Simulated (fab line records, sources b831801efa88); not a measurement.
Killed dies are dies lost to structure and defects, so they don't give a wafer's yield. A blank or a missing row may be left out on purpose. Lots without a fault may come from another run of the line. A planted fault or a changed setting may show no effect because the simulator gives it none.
Chamber matching | flow sky130 | SKY_VIA2_ETCH_15 on rie_diel-04: 4 sister chambers
The step etches SiO2 in C4F8/O2/Ar, stops on TiN, target depth 546 nm, time 84 s. 18 wafers are shown with their chamber, then 9 later ones without.

WAFERS WITH THEIR CHAMBER
wafer  | chamber | oes_product_au (a.u.)
L074.3 | 1       | 0.940
L074.4 | 2       | 0.935
L074.6 | 0       | 0.932
L075.2 | 0       | 0.941
L075.3 | 3       | 0.936
L075.5 | 2       | 0.932
L083.1 | 1       | 0.940
L083.3 | 3       | 0.938
L083.5 | 1       | 0.937
L085.1 | 2       | 0.937
L085.2 | 0       | 0.941
L085.3 | 1       | 0.942
L085.4 | 0       | 0.935
L085.5 | 2       | 0.943
L085.6 | 1       | 0.941
L087.1 | 1       | 0.932
L087.2 | 2       | 0.936
L087.3 | 0       | 0.946

SIGNATURES (means of the wafers above)
reading        | chamber 0 | chamber 1 | chamber 2 | chamber 3 | scatter within a chamber
oes_product_au | 0.93900   | 0.93867   | 0.93660   | 0.93700   | 0.00428
Rule: a wafer's distance from a chamber is the root of the sum, over the readings, of the square of ((its reading less the chamber's mean) divided by the reading's scatter). The wafer belongs to the nearest chamber; if the next one is less than 2 further off, it can't be placed. The scatter: the root of (the sum of the squares of (reading less its chamber's mean) over the shown wafers, divided by (wafers less chambers)).

WAFERS WITHOUT THEIR CHAMBER
wafer  | oes_product_au (a.u.)
L089.1 | 0.934
L089.2 | 0.939
L089.3 | 0.947
L089.4 | 0.941
L089.5 | 0.940
L089.6 | 0.942
L095.1 | 0.938
L095.3 | 0.945
L095.4 | 0.942

WHICH CHAMBER EACH WENT THROUGH
wafer  | from the rows above               | in truth
L089.1 | can't be placed: 2 or 3 or 1 or 0 | 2
L089.2 | can't be placed: 0 or 1 or 3 or 2 | 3
L089.3 | can't be placed: 0 or 1 or 3 or 2 | 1
L089.4 | can't be placed: 0 or 1 or 3 or 2 | 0
L089.5 | can't be placed: 0 or 1 or 3 or 2 | 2
L089.6 | can't be placed: 0 or 1 or 3 or 2 | 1
L095.1 | can't be placed: 1 or 3 or 0 or 2 | 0
L095.3 | can't be placed: 0 or 1 or 3 or 2 | 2
L095.4 | can't be placed: 0 or 1 or 3 or 2 | 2
Placed correctly: 0 of 9. Can't be placed from these rows: 9 (the true chamber is among the candidates in 9). Placed wrongly: 0.
